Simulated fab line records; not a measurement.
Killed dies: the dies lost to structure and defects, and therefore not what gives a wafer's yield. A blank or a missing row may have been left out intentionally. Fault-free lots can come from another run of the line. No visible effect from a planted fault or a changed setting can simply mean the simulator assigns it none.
fab line records	flow sky130
[record] lots = 12	wafers = 36	last-day = 50
route steps=708 shown FIELD_ISO@3 NWELL@33 PAD_OPEN@708
lots with no fault: from the same line, run without faults
start-h: the number of hours between the record's first day and the start of the first shown wafer of the lot	wait-h: time in hours since the lot's previous step	" the same as in the row above	L1.1+2: a row that stands for several wafers	- no value, or no start was given	* or withheld: withheld	< > ~ a bound
route shown NAME@n: NAME is a module with steps in the file, n the number in the route of the first one	usual: mean and standard deviation over wafers with no fault	same: alike in all rows	chamber/n: place in a boat	sites: each site's reading	_std_site: the standard deviation of these	_edge_site: mean of outer sites minus mean of inner sites	radius-mm: how far each site lies from the wafer's centre	mask NAME#n: copy n	behind: the tool/chamber that last shaped the wafer	hold: the reason the lot was held/the length of the hold in hours/how it ended	device: whichever transistor did not switch (one of n, p or np)	end of line: tests run on the same wafers once the route is complete	step lacking rows: just its recipe	killed: dies that structure and defects cost at the first sort, which is not the same as the wafer's yield	map: per-die view of a wafer (x killed, . not killed, _ where there is no die)
set.NAME: the setting as run; set.NAME@STEP: as run at that earlier step	model.NAME: the simulator's own value behind a step, which no gauge read
one table for each step of the route and one row for each wafer, over a sample of lots
services: from which hour (start-h, from the record's first day; less than 0 if before it) a tool's chamber was out of use, for how many hours, and why
[[steps]]
[step SKY_FIELD_ISO_THK_MEAS_02]
[recipe] reads = SiO2_of_FIELD_ISO_OXIDATION_01
[usual] FIELD_ISO_OXIDATION_00_THK = 11.90/0.2
lot.wafer	tool	chamber	start-h	wait-h	FIELD_ISO_OXIDATION_00_THK[nm]
L234.1	film-metro-03	-	21.81	0.0	11.70
L234.3	"	-	"	"	11.92
L234.4	"	-	"	"	11.88
L237.2	film-metro-04	-	36.67	0.0	11.83
L237.3	"	-	"	"	11.79
L237.6	"	-	"	"	11.83
L238.2	film-metro-02	-	42.56	0.0	12.07
L238.3	"	-	"	"	11.91
L238.4	"	-	"	"	12.02
L239.2	film-metro-02	-	46.82	0.0	12.16
L239.3	"	-	"	"	12.17
L239.6	"	-	"	"	12.08
L240.2	film-metro-03	-	51.99	0.0	11.74
L240.3	"	-	"	"	11.73
L240.5	"	-	"	"	11.86
L244.3	film-metro-04	-	71.65	0.0	11.67
L244.5	"	-	"	"	11.69
L244.6	"	-	"	"	11.61
L248.1	film-metro-04	-	91.63	0.0	11.77
L248.2	"	-	"	"	11.69
L248.4	"	-	"	"	11.80
L249.2	film-metro-02	-	96.64	0.0	11.83
L249.4	"	-	"	"	11.80
L249.6	"	-	"	"	11.65
L250.2	film-metro-02	-	101.64	0.0	11.98
L250.4	"	-	"	"	11.85
L250.6	"	-	"	"	11.91
L251.1	film-metro-04	-	107.03	0.0	12.02
L251.5	"	-	"	"	12.07
L251.6	"	-	"	"	11.98
L254.1	film-metro-02	-	121.63	0.0	12.07
L254.3	"	-	"	"	12.08
L254.4	"	-	"	"	12.10
L255.2	film-metro-02	-	128.40	0.0	11.81
L255.4	"	-	"	"	11.88
L255.5	"	-	"	"	12.17
[step SKY_FIELD_ISO_ETCH_14]
[recipe] chemistry = N2/H2	target = BARC	ion-energy-ev = 200	source-w = 500	bias-w = 100	pressure-mtorr = 30	n2-flow-sccm = 100	h2-flow-sccm = 200	stop-on = SiO2	time-s = 45.9	target-depth-a = 600
[usual] drypump-motor-current-A = 5.94/0.28	n2-flow-sccm = 100.0/0.33	oes-product-au = 0.855/0.0048	throttle-valve-pct = 13.226/0.0082
lot.wafer	tool	chamber	start-h	wait-h	drypump-motor-current-A	n2-flow-sccm	oes-product-au	rf-hours-counter-h	throttle-valve-pct
L234.1	rie-diel-04	0	41.75	0.1	5.67	99.5	0.854	26	13.229
L234.3	"	2	"	"	5.72	99.9	0.852	26	13.222
L234.4	"	1	"	"	6.21	99.4	0.853	94	13.226
L237.2	rie-diel-01	2	54.01	0.1	6.00	100.5	0.850	43	13.227
L237.3	"	1	"	"	5.47	100.0	0.860	68	13.233
L237.6	"	0	"	"	5.68	99.9	0.865	-	13.237
L238.2	rie-diel-02	1	62.12	0.1	6.29	100.8	0.851	67	13.213
L238.3	"	0	"	"	5.72	100.5	0.847	16	13.224
L238.4	"	3	"	"	5.96	100.2	0.858	126	13.235
L239.2	rie-diel-01	3	65.61	0.1	6.47	100.2	0.852	22	13.217
L239.3	"	0	"	"	5.67	100.4	0.856	10	13.226
L239.6	"	3	"	"	6.50	100.1	0.855	-	13.226
L240.2	rie-diel-01	2	69.87	0.1	6.01	100.2	0.860	43	13.225
L240.3	"	0	"	"	5.65	99.8	0.859	10	13.212
L240.5	"	1	"	"	5.43	100.2	0.859	-	13.227
L244.3	rie-diel-02	1	89.92	0.1	6.30	100.6	0.852	68	13.211
L244.5	"	3	"	"	5.93	100.5	0.858	-	13.223
L244.6	"	2	"	"	6.00	99.7	0.855	-	13.229
L248.1	rie-diel-02	2	112.10	0.1	5.97	99.6	0.847	52	13.214
L248.2	"	0	"	"	5.73	100.3	0.845	17	13.226
L248.4	"	1	"	"	6.27	99.8	0.858	69	13.236
L249.2	rie-diel-04	0	117.80	0.1	5.65	99.9	0.857	28	13.224
L249.4	"	1	"	"	6.21	100.0	0.851	95	13.222
L249.6	"	2	"	"	5.70	100.4	0.861	-	13.219
L250.2	rie-diel-02	0	120.66	0.1	5.74	100.2	0.858	17	13.232
L250.4	"	1	"	"	6.27	100.3	0.859	69	13.230
L250.6	"	1	"	"	6.25	99.5	0.861	-	13.217
L251.1	rie-diel-02	3	128.60	0.1	5.92	99.8	0.854	127	13.222
L251.5	"	0	"	"	5.71	100.4	0.856	-	13.223
L251.6	"	1	"	"	6.24	99.9	0.852	-	13.226
L254.1	rie-diel-02	3	143.55	0.1	5.95	100.7	0.850	127	13.219
L254.3	"	2	"	"	6.00	99.8	0.860	53	13.228
L254.4	"	0	"	"	5.74	100.1	0.856	18	13.226
L255.2	rie-diel-01	3	148.55	0.1	6.47	100.6	0.850	23	13.234
L255.4	"	1	"	"	5.45	100.0	0.857	70	13.226
L255.5	"	0	"	"	5.71	99.9	0.853	-	13.213
[step SKY_NWELL_OXIDATION_01]
[recipe] temp-c = 900	ambient = O2	stabilise-s = 600	purge-s = 300	target-thk-a = 100	ox-time-s = 1418
[usual] spike-tc-top-C = 912.5/1.1	tube-center-temp-C = 900/0.085
lot.wafer	tool	chamber	start-h	wait-h	spike-tc-top-C	tube-center-temp-C
L234.1	furnace-02	0	47.41	0.6	912.2	899.95
L234.3	"	0	"	"	912.6	900.14
L234.4	"	0	"	"	911.7	899.8
L237.2	furnace-02	0	60.36	0.0	911.6	900.02
L237.3	"	0	"	"	912.6	900.06
L237.6	"	0	"	"	912.5	900.13
L238.2	furnace-02	0	67.60	1.2	911.2	900.02
L238.3	"	0	"	"	911.5	900.07
L238.4	"	0	"	"	913.0	900.01
L239.2	furnace-01	0	71.63	0.2	911.8	899.92
L239.3	"	0	"	"	912.9	899.93
L239.6	"	0	"	"	911.8	900.01
L240.2	furnace-02	0	75.60	0.0	911.4	900.06
L240.3	"	0	"	"	912.2	899.99
L240.5	"	0	"	"	914.4	900.03
L240.2	furnace-02	0	77.16	0.2	911.8	900.09
L240.3	"	0	"	"	912.0	900.08
L240.5	"	0	"	"	913.0	900.06
L244.3	furnace-01	0	95.46	0.0	913.1	900
L244.5	"	0	"	"	911.3	899.85
L244.6	"	0	"	"	912.8	899.96
L244.3	furnace-01	0	97.02	0.2	910.2	900.02
L244.5	"	0	"	"	913.3	900.08
L244.6	"	0	"	"	912.6	899.94
L248.1	furnace-01	0	118.44	0.0	913.4	900.04
L248.2	"	0	"	"	913.0	899.91
L248.4	"	0	"	"	913.4	900.15
L249.2	furnace-02	0	122.74	0.6	914.6	899.86
L249.4	"	0	"	"	913.4	900.16
L249.6	"	0	"	"	914.4	899.98
L250.2	furnace-02	0	128.39	1.9	911.8	899.92
L250.4	"	0	"	"	911.6	899.98
L250.6	"	0	"	"	914.2	899.92
L251.1	furnace-01	0	139.05	3.2	912.5	900.04
L251.5	"	0	"	"	912.7	900.17
L251.6	"	0	"	"	912.4	900.07
L254.1	furnace-02	0	149.94	0.5	911.9	900.18
L254.3	"	0	"	"	913.6	899.92
L254.4	"	0	"	"	911.6	899.93
L255.2	furnace-01	0	154.95	1.2	913.0	899.9
L255.4	"	0	"	"	914.9	899.87
L255.5	"	0	"	"	914.1	900.05
[step SKY_NWELL_THK_MEAS_02]
[recipe] reads = SiO2_of_NWELL_OXIDATION_01
[usual] NWELL_OXIDATION_THK = 9.93/0.17
lot.wafer	tool	chamber	start-h	wait-h	NWELL_OXIDATION_THK[nm]
L234.1	film-metro-03	-	48.80	0.0	9.80
L234.3	"	-	"	"	9.92
L234.4	"	-	"	"	9.81
L237.2	film-metro-04	-	61.77	0.0	9.93
L237.3	"	-	"	"	9.87
L237.6	"	-	"	"	9.91
L238.2	film-metro-01	-	69.00	0.0	9.91
L238.3	"	-	"	"	9.96
L238.4	"	-	"	"	9.84
L239.2	film-metro-01	-	73.04	0.0	9.72
L239.3	"	-	"	"	9.82
L239.6	"	-	"	"	9.78
L240.2	film-metro-03	-	78.57	0.0	15.85
L240.3	"	-	"	"	15.71
L240.5	"	-	"	"	16.02
L240.2	film-metro-03	-	78.80	0.2	15.82
L240.3	"	-	"	"	15.75
L240.5	"	-	"	"	15.99
L244.3	film-metro-03	-	98.43	0.0	15.98
L244.5	"	-	"	"	15.85
L244.6	"	-	"	"	15.83
L244.3	film-metro-03	-	98.66	0.2	15.98
L244.5	"	-	"	"	15.86
L244.6	"	-	"	"	15.87
L248.1	film-metro-04	-	119.83	0.0	9.96
L248.2	"	-	"	"	10.19
L248.4	"	-	"	"	10.06
L249.2	film-metro-04	-	124.14	0.0	9.90
L249.4	"	-	"	"	9.80
L249.6	"	-	"	"	9.90
L250.2	film-metro-04	-	129.79	0.0	9.82
L250.4	"	-	"	"	10.05
L250.6	"	-	"	"	9.90
L251.1	film-metro-04	-	140.44	0.0	10.00
L251.5	"	-	"	"	10.20
L251.6	"	-	"	"	10.04
L254.1	film-metro-01	-	151.34	0.0	10.08
L254.3	"	-	"	"	9.99
L254.4	"	-	"	"	9.97
L255.2	film-metro-04	-	156.35	0.0	10.03
L255.4	"	-	"	"	9.94
L255.5	"	-	"	"	9.94
[step SKY_NWELL_TW_MEAS_26]
[usual] NWELL_2_TW = 499/4.8
lot.wafer	tool	chamber	start-h	wait-h	NWELL_2_TW
L234.1	film-metro-03	-	118.12	0.1	491
L234.3	"	-	"	"	490
L234.4	"	-	"	"	491
L237.2	film-metro-01	-	132.62	0.1	499
L237.3	"	-	"	"	499
L237.6	"	-	"	"	501
L238.2	film-metro-01	-	140.78	0.1	501
L238.3	"	-	"	"	499
L238.4	"	-	"	"	499
L239.2	film-metro-01	-	144.98	0.1	496
L239.3	"	-	"	"	498
L239.6	"	-	"	"	499
L240.2	film-metro-04	-	148.45	0.1	501
L240.3	"	-	"	"	503
L240.5	"	-	"	"	502
L240.2	film-metro-04	-	148.68	0.2	504
L240.3	"	-	"	"	501
L240.5	"	-	"	"	503
L244.3	film-metro-01	-	171.86	0.1	500
L244.5	"	-	"	"	501
L244.6	"	-	"	"	499
L244.3	film-metro-01	-	172.09	0.2	502
L244.5	"	-	"	"	500
L244.6	"	-	"	"	501
L248.1	film-metro-01	-	198.67	0.1	503
L248.2	"	-	"	"	503
L248.4	"	-	"	"	503
L249.2	film-metro-01	-	206.62	0.1	501
L249.4	"	-	"	"	501
L249.6	"	-	"	"	502
L250.2	film-metro-01	-	211.63	0.1	503
L250.4	"	-	"	"	501
L250.6	"	-	"	"	502
L251.1	film-metro-03	-	223.94	0.1	493
L251.5	"	-	"	"	494
L251.6	"	-	"	"	492
L254.1	film-metro-01	-	236.52	0.1	501
L254.3	"	-	"	"	502
L254.4	"	-	"	"	502
L255.2	film-metro-04	-	240.45	0.1	504
L255.4	"	-	"	"	505
L255.5	"	-	"	"	504
[step SKY_PAD_OPEN_PROBE_99]
[usual] killed_at_M0_to_M3 = 43/7	killed_at_M4_up = 3.1/2	killed-at-contacts = 24/5.3	killed-at-front-end = 15/4.2	killed-at-other = 0.4/0.66	killed-dies = 86/9.5	killed-open = 47/7.4	killed-short = 38/6.2
[same] gross-dies = 492	killed-at-back-side = 0
lot.wafer	tool	chamber	start-h	wait-h	killed_at_M0_to_M3	killed_at_M4_up	killed-at-contacts	killed-at-front-end	killed-at-other	killed-dies	killed-open	killed-short
L237.2	prober-01	-	1098.44	0.1	39	3	36	14	0	92	50	42
L237.3	prober-01	-	1098.49	0.2	52	1	33	19	0	105	50	55
L237.6	prober-01	-	1098.64	0.2	41	2	21	11	0	75	44	31
L250.2	prober-02	-	1177.40	0.1	42	3	33	17	0	95	52	42
L250.4	prober-02	-	1177.50	0.2	57	3	18	11	1	90	47	43
L250.6	prober-02	-	1177.60	0.2	40	2	17	17	0	76	33	40
// killed by level:class
L237.2 LI_CONTACT:geometric-particle:open=14 CONTACT:geometric-particle:short=9 CONTACT:geometric-particle:open=9 VIA2:geometric-particle:open=8 VIA1:geometric-particle:open=7 VIA1:geometric-particle:short=5 FIELD_ISO:geometric-particle:short=4 POLY_GATE:geometric-particle:short=4
L237.3 VIA1:geometric-particle:short=12 VIA1:geometric-particle:open=12 POLY_GATE:geometric-particle:open=8 LI_CONTACT:geometric-particle:open=8 CONTACT:geometric-particle:short=8 CONTACT:geometric-particle:open=8 METAL2:geometric-particle:short=6 FIELD_ISO:geometric-particle:short=5
L237.6 CONTACT:geometric-particle:open=10 VIA1:geometric-particle:short=9 VIA1:geometric-particle:open=8 LI_CONTACT:geometric-particle:open=6 POLY_GATE:geometric-particle:open=5 VIA2:geometric-particle:open=5 VIA3:geometric-particle:open=4 CONTACT:geometric-particle:short=4
L250.2 LI_CONTACT:geometric-particle:open=17 VIA2:geometric-particle:open=10 CONTACT:geometric-particle:short=7 VIA3:geometric-particle:open=6 FIELD_ISO:geometric-particle:short=5 POLY_GATE:geometric-particle:short=5 VIA1:geometric-particle:short=5 VIA1:geometric-particle:open=5
L250.4 VIA1:geometric-particle:open=10 METAL2:geometric-particle:short=8 METAL3:geometric-particle:short=8 VIA3:geometric-particle:open=7 LI_CONTACT:geometric-particle:open=6 CONTACT:geometric-particle:open=6 METAL1:geometric-particle:short=6 VIA2:geometric-particle:open=5
L250.6 VIA1:geometric-particle:short=8 METAL1:geometric-particle:short=6 VIA1:geometric-particle:open=6 CONTACT:geometric-particle:short=5 CONTACT:geometric-particle:open=5 VIA2:geometric-particle:open=5 POLY_GATE:geometric-particle:short=4 POLY_GATE:geometric-particle:open=4
[[services]]
tool	chamber	start-h	hours	kind
rie-diel-02	3	38.84	4.0	repair
rie-diel-04	-	89.81	0.8	repair
rie-diel-04	3	95.60	4.8	repair
rie-diel-01	3	107.15	15.4	repair
rie-diel-01	1	122.97	2.8	repair
furnace-01	-	125.59	6.4	pm
furnace-02	-	132.47	7.6	pm
rie-diel-01	1	140.11	7.0	repair
furnace-01	-	140.44	3.0	pm
rie-diel-01	1	151.66	8.3	repair
[[key]]
[first-sign] step = SKY_NWELL_OXIDATION_01	reading = visit	direction = added
[effect] step = SKY_NWELL_THK_MEAS_02	reading = visit	direction = added
[effect] step = SKY_NWELL_THK_MEAS_02	reading = NWELL_OXIDATION_THK	direction = up	sigmas = 35	usual = 9.93	struck = 15.87
met-at SKY_NWELL_OXIDATION_01
struck-lots L240,L244
tester-left-out L240,L244
not-acting-at SKY_FIELD_ISO_THK_MEAS_02,SKY_FIELD_ISO_ETCH_14,SKY_NWELL_TW_MEAS_26
[fault] kind = repeated-step-whole	tool = furnace-01,furnace-02	chamber = -	onset-h = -	steps = SKY_NWELL_OXIDATION_01	times = 1	scope = struck-lots-only
// tester-left-out: of these lots the tester's yield and bins aren't shown, on N5 and GAA mostly nor the transistor test; their killed dies are dies lost to structure and defects alone, not to doping, threshold or leakage, so they don't give the yield
